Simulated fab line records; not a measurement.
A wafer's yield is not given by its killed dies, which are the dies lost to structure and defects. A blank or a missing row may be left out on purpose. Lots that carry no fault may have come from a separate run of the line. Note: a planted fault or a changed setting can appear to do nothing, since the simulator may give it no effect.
What tool caused it? + flow gf180mcu + 14 lots, 42 wafers sampled, at 5 steps of a route of 602

== WHAT EACH GAUGE READ, for each wafer ==
GF_MVSD_TW_MEAS_11.
| lot  | measured     | on            | MVSD_TW        |
|------|--------------|---------------|----------------|
| L663 | day 4 11:03  | film_metro-03 | 1546 1553 1561 |
| L664 | day 4 16:33  | film_metro-01 | 1557 1564 1566 |
| L665 | day 4 23:05  | film_metro-02 | 1552 1553 1557 |
| L667 | day 5 08:54  | film_metro-01 | 1571 1574 1578 |
| L671 | day 6 08:56  | film_metro-03 | 1551 1560 1556 |
| L672 | day 6 15:06  | film_metro-03 | 1555 1546 1552 |
| L673 | day 6 20:30  | film_metro-02 | 1571 1559 1557 |
| L674 | day 7 03:26  | film_metro-03 | 1556 1556 1557 |
| L675 | day 7 07:51  | film_metro-01 | 1572 1574 1565 |
| L676 | day 7 15:09  | film_metro-02 | 1512 1504 1522 |
| L677 | day 7 19:27  | film_metro-03 | 1491 1489 1486 |
| L680 | day 8 14:05  | film_metro-01 | 1574 1575 1577 |
| L682 | day 8 23:19  | film_metro-01 | 1579 1580 1580 |
| L686 | day 10 00:20 | film_metro-02 | 1578 1580 1580 |

GF_VT_IMPLANT_RS_MEAS_46: measurement is done with a four-point probe.
| lot  | measured     | on            | MVSD_RS (ohm/sq)  |
|------|--------------|---------------|-------------------|
| L663 | day 7 12:30  | film_metro-01 | 455.2 455.8 456.1 |
| L664 | day 7 19:26  | film_metro-01 | 455.7 456.8 455.2 |
| L665 | day 8 01:49  | film_metro-02 | 454.8 455.9 455.8 |
| L667 | day 8 15:31  | film_metro-02 | 453.8 454.5 455.2 |
| L671 | day 9 17:33  | film_metro-01 | 455.6 456.2 456.3 |
| L672 | day 10 01:43 | film_metro-01 | 456.3 456.4 457.8 |
| L673 | day 10 07:14 | film_metro-02 | 456.1 456.4 457.7 |
| L674 | day 10 13:44 | film_metro-01 | 456.7 457.2 457.4 |
| L675 | day 10 22:43 | film_metro-01 | 456.2 457.1 458.6 |
| L676 | day 11 04:43 | film_metro-02 | - - -             |
| L677 | day 11 09:51 | film_metro-03 | - - -             |
| L680 | day 12 07:37 | film_metro-02 | 456.2 455.5 454.9 |
| L682 | day 12 20:05 | film_metro-03 | 454.7 456.7 454.7 |
| L686 | day 14 00:33 | film_metro-01 | 457.5 456.0 456.6 |

GF_VT_IMPLANT_RS_MEAS_49: measurement is done with a four-point probe.
| lot  | measured     | on            | MVPSD_RS (ohm/sq)    |
|------|--------------|---------------|----------------------|
| L663 | day 7 12:52  | film_metro-01 | 1164.3 1167.4 1164.7 |
| L664 | day 7 19:48  | film_metro-01 | 1165.9 1170.1 1165.3 |
| L665 | day 8 02:11  | film_metro-02 | 1164.9 1165.4 1162.3 |
| L667 | day 8 15:53  | film_metro-02 | 1164.2 1166.5 1165.5 |
| L671 | day 9 17:55  | film_metro-01 | 1163.7 1168.1 1168.0 |
| L672 | day 10 02:05 | film_metro-01 | 1167.0 1173.0 1169.4 |
| L673 | day 10 07:36 | film_metro-02 | 1170.0 1170.0 1168.0 |
| L674 | day 10 14:06 | film_metro-01 | 1167.7 1165.9 1165.0 |
| L675 | day 10 23:05 | film_metro-01 | 1170.4 1166.4 1168.7 |
| L680 | day 12 07:58 | film_metro-02 | 1165.0 1167.4 1170.4 |
| L682 | day 12 20:26 | film_metro-03 | 1165.4 1166.1 1165.4 |
| L686 | day 14 00:55 | film_metro-01 | 1168.6 1171.8 1168.4 |

GF_POLY_GATE_OVL_MEAS_11.
| lot  | measured     | on         | POLY_GATE_OVL (nm) |
|------|--------------|------------|--------------------|
| L663 | day 9 01:55  | overlay-01 | 5 5 1              |
| L664 | day 9 11:32  | overlay-01 | 17 18 11           |
| L665 | day 9 18:47  | overlay-01 | 2 7 0              |
| L667 | day 10 08:22 | overlay-01 | 12 12 4            |
| L671 | day 11 11:11 | overlay-02 | 5 4 1              |
| L672 | day 11 19:58 | overlay-02 | 3 3 3              |
| L673 | day 12 01:53 | overlay-02 | 1 3 4              |
| L674 | day 12 10:44 | overlay-02 | 5 5 6              |
| L675 | day 12 21:35 | overlay-01 | 7 3 3              |
| L680 | day 14 08:34 | overlay-02 | 16 5 11            |
| L682 | day 14 18:44 | overlay-02 | -3 5 4             |
| L686 | day 16 02:11 | overlay-02 | 3 3 -2             |

== WHICH TOOL RAN EACH LOT (tool, then ch and the chambers of the sampled wafers, then the start) ==
| lot  | GF_MVSD_IMPLANT_09              |
|------|---------------------------------|
| L663 | implanter-02 ch 0, day 4 10:50  |
| L664 | implanter-04 ch 0, day 4 16:20  |
| L665 | implanter-03 ch 0, day 4 22:52  |
| L667 | implanter-04 ch 0, day 5 08:40  |
| L671 | implanter-04 ch 0, day 6 08:41  |
| L672 | implanter-02 ch 0, day 6 14:52  |
| L673 | implanter-03 ch 0, day 6 20:15  |
| L674 | implanter-03 ch 0, day 7 03:11  |
| L675 | implanter-03 ch 0, day 7 07:37  |
| L676 | implanter-04, day 7 14:55       |
| L677 | implanter-04, day 7 19:14       |
| L680 | implanter-04 ch 0, day 8 13:50  |
| L682 | implanter-04 ch 0, day 8 23:04  |
| L686 | implanter-04 ch 0, day 10 00:05 |
- GF_MVSD_IMPLANT_09

== AS READ BY THE TOOLS THEMSELVES (means over the sampled wafers that have a number; for cases with no such wafer, the mark the record gives instead) ==
GF_MVSD_IMPLANT_09.
| lot  | tool         | beam_energy_keV | beam_on_s (s) |
|------|--------------|-----------------|---------------|
| L663 | implanter-02 | 100.01          | 9.94          |
| L664 | implanter-04 | 99.98           | 9.81          |
| L665 | implanter-03 | 100.02          | 9.98          |
| L667 | implanter-04 | 100.02          | 9.98          |
| L671 | implanter-04 | 100.03          | 10.02         |
| L672 | implanter-02 | 99.94           | 10.10         |
| L673 | implanter-03 | 100.00          | 10.15         |
| L674 | implanter-03 | 100.03          | 10.06         |
| L675 | implanter-03 | 100.03          | 10.05         |
| L676 | implanter-04 | -               | -             |
| L677 | implanter-04 | -               | -             |
| L680 | implanter-04 | 99.99           | 9.88          |
| L682 | implanter-04 | 100.01          | 10.10         |
| L686 | implanter-04 | 100.02          | 9.95          |

== THE ANSWER, worked out from the rows above alone ==
Rule: the usual values come from the lots themselves. Put in order of their means at a reading, lots are off if they are a third of the lots or fewer, leave a main group of 4 or more, and stand apart from it by a gap of 3 or more times the standard deviation of the main group's means; of several such gaps the widest counts. The tables above print the reading to a certain number of digits; a main group whose means all agree to those digits is not used. Also off: a lot with no number at a reading for which 4 or more lots have one. Any other lot the step has rows for is counted as sound. First the gauges in route order, then the tools' own readings, where a lot's mean is used as printed above. At the first step where some lot is off, the reading lying furthest off is the one used; lots without a number count as furthest.
Off: L676, L677, at GF_MVSD_TW_MEAS_11 (MVSD_TW). Mean 1564 and standard deviation 10 in the main group.
A tool fits if, at a process step before that reading, it ran every lot that is off, and no sound lot after the first of them. The gauges at GF_MVSD_TW_MEAS_11 aren't tried: what is off there is off at GF_MVSD_IMPLANT_09 too, on other tools, and a gauge's error can't cause that. Not one of the candidates tried fits.

== WHAT WAS PUT IN BY THE SIMULATOR ==
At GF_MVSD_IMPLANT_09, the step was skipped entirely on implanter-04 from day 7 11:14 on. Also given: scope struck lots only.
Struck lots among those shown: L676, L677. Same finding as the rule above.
